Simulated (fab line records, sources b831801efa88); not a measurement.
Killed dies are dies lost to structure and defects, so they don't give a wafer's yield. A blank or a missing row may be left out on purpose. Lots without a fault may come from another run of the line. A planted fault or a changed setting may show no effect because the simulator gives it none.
Which tool did it? | flow gf180mcu | 15 lots, 45 wafers sampled, at 3 steps of a route of 602

WHAT THE GAUGES READ, wafer by wafer
GF_V4_THK_MEAS_03. Usual: V4_CVD_02_THK 846 nm, standard deviation 12.
lot  | measured     | on            | V4_CVD_02_THK (nm) | flag
L493 | day 23 17:25 | film_metro-02 | 847 839 850        |
L494 | day 24 00:59 | film_metro-03 | 836 836 854        |
L496 | day 24 19:11 | film_metro-03 | 831 845 852        |
L497 | day 25 01:05 | film_metro-03 | 853 827 844        |
L499 | day 25 21:56 | film_metro-03 | 855 864 878        |
L500 | day 26 04:35 | film_metro-02 | 832 844 846        |
L501 | day 26 23:50 | film_metro-01 | 844 846 865        |
L502 | day 27 05:40 | film_metro-02 | 829 849 855        |
L508 | day 29 00:02 | film_metro-03 | 843 847 859        |
L509 | day 29 01:21 | film_metro-01 | 861 873 859        |
L510 | day 29 05:43 | film_metro-01 | 836 847 841        |
L512 | day 29 17:16 | film_metro-02 | 857 847 854        |
L513 | day 30 00:56 | film_metro-02 | 838 829 824        |
L514 | day 30 05:15 | film_metro-03 | 837 864 846        |
L515 | day 30 16:02 | film_metro-03 | 841 840 846        |

GF_V4_RS_MEAS_24: measures by four-point-probe. Usual: V4_W_RS 0.326 ohm/sq, standard deviation 0.0059.
lot  | measured     | on            | V4_W_RS (ohm/sq)  | flag
L493 | day 24 16:47 | film_metro-02 | 0.325 0.333 0.329 |
L494 | day 25 00:56 | film_metro-02 | 0.332 0.332 0.329 |
L496 | day 25 18:27 | film_metro-01 | 0.325 0.326 0.325 |
L497 | day 26 00:13 | film_metro-02 | 0.317 0.332 0.317 |
L499 | day 26 20:38 | film_metro-02 | 0.324 0.323 0.326 |
L500 | day 27 02:39 | film_metro-02 | 0.318 0.332 0.317 |
L501 | day 27 21:06 | film_metro-01 | 0.320 0.335 0.319 |
L502 | day 28 03:29 | film_metro-03 | 0.336 0.318 0.320 |
L508 | day 29 20:49 | film_metro-02 | 0.315 0.316 0.329 |
L509 | day 29 21:10 | film_metro-03 | 0.324 0.325 0.324 |
L510 | day 30 02:20 | film_metro-01 | 0.328 0.327 0.332 |
L512 | day 30 13:20 | film_metro-01 | 0.331 0.333 0.329 |
L513 | day 30 20:06 | film_metro-03 | 0.327 0.324 0.331 |
L514 | day 31 01:10 | film_metro-03 | 0.326 0.323 0.328 |
L515 | day 31 11:46 | film_metro-01 | 0.327 0.325 0.328 |

WHICH TOOL RAN EACH LOT (tool, then ch and the chambers of the sampled wafers, then the start)
lot  | GF_V4_SPUTTER_21
L493 | pvd_sputter-01, day 24 16:35
L494 | pvd_sputter-03, day 25 00:44
L496 | pvd_sputter-02, day 25 18:14
L497 | pvd_sputter-01, day 25 23:56
L499 | pvd_sputter-02, day 26 20:23
L500 | pvd_sputter-02, day 27 02:25
L501 | pvd_sputter-03, day 27 20:53
L502 | pvd_sputter-02, day 28 03:15
L508 | pvd_sputter-03, day 29 20:35
L509 | pvd_sputter-01, day 29 20:53
L510 | pvd_sputter-03, day 30 02:07
L512 | pvd_sputter-01, day 30 13:08
L513 | pvd_sputter-02, day 30 19:53
L514 | pvd_sputter-01, day 31 00:56
L515 | pvd_sputter-03, day 31 11:31
- GF_V4_SPUTTER_21: material Ti, target thk 15 nm, time 80.02 s.

WHAT THE TOOLS THEMSELVES READ (means of the sampled wafers that have a number; where no wafer has one, the mark that the record gives instead)
GF_V4_SPUTTER_21. Usual: chamber_pressure_pa 5.000 Pa, standard deviation 0.0094; throttle_valve_pct 30.2 %, standard deviation 1.2.
lot  | tool           | chamber_pressure_pa (Pa) | throttle_valve_pct (%) | flag
L493 | pvd_sputter-01 | 4.996                    | 29.4                   |
L494 | pvd_sputter-03 | 5.013                    | 28.4                   |
L496 | pvd_sputter-02 | 4.994                    | 31.0                   |
L497 | pvd_sputter-01 | 4.993                    | 29.3                   |
L499 | pvd_sputter-02 | 4.998                    | 31.1                   |
L500 | pvd_sputter-02 | 4.998                    | 30.8                   |
L501 | pvd_sputter-03 | 5.010                    | 30.3                   |
L502 | pvd_sputter-02 | 4.998                    | 31.0                   |
L508 | pvd_sputter-03 | 4.999                    | 30.8                   |
L509 | pvd_sputter-01 | 5.013                    | 29.3                   |
L510 | pvd_sputter-03 | 5.004                    | 30.3                   |
L512 | pvd_sputter-01 | 4.997                    | 29.4                   |
L513 | pvd_sputter-02 | 5.003                    | 30.2                   |
L514 | pvd_sputter-01 | 4.996                    | 29.7                   |
L515 | pvd_sputter-03 | 4.993                    | 30.4                   |

THE ANSWER, worked out from the rows above alone
Rule: a lot is off if the mean of its wafers that have a number lies more than 3 standard deviations from the usual mean. A lot without any number at a reading at which 4 lots or more have one is off too. The other lots that the step has rows for count as sound. The gauges are gone through in route order, then the tools' own readings, and for those a lot's mean is taken as printed above. The first step at which some lot is off is used, and at that step the reading that is off furthest; a lot without a number counts as furthest.
No lot is off at any reading shown: from this, nothing can be told.

WHAT THE SIMULATOR HAD PUT IN
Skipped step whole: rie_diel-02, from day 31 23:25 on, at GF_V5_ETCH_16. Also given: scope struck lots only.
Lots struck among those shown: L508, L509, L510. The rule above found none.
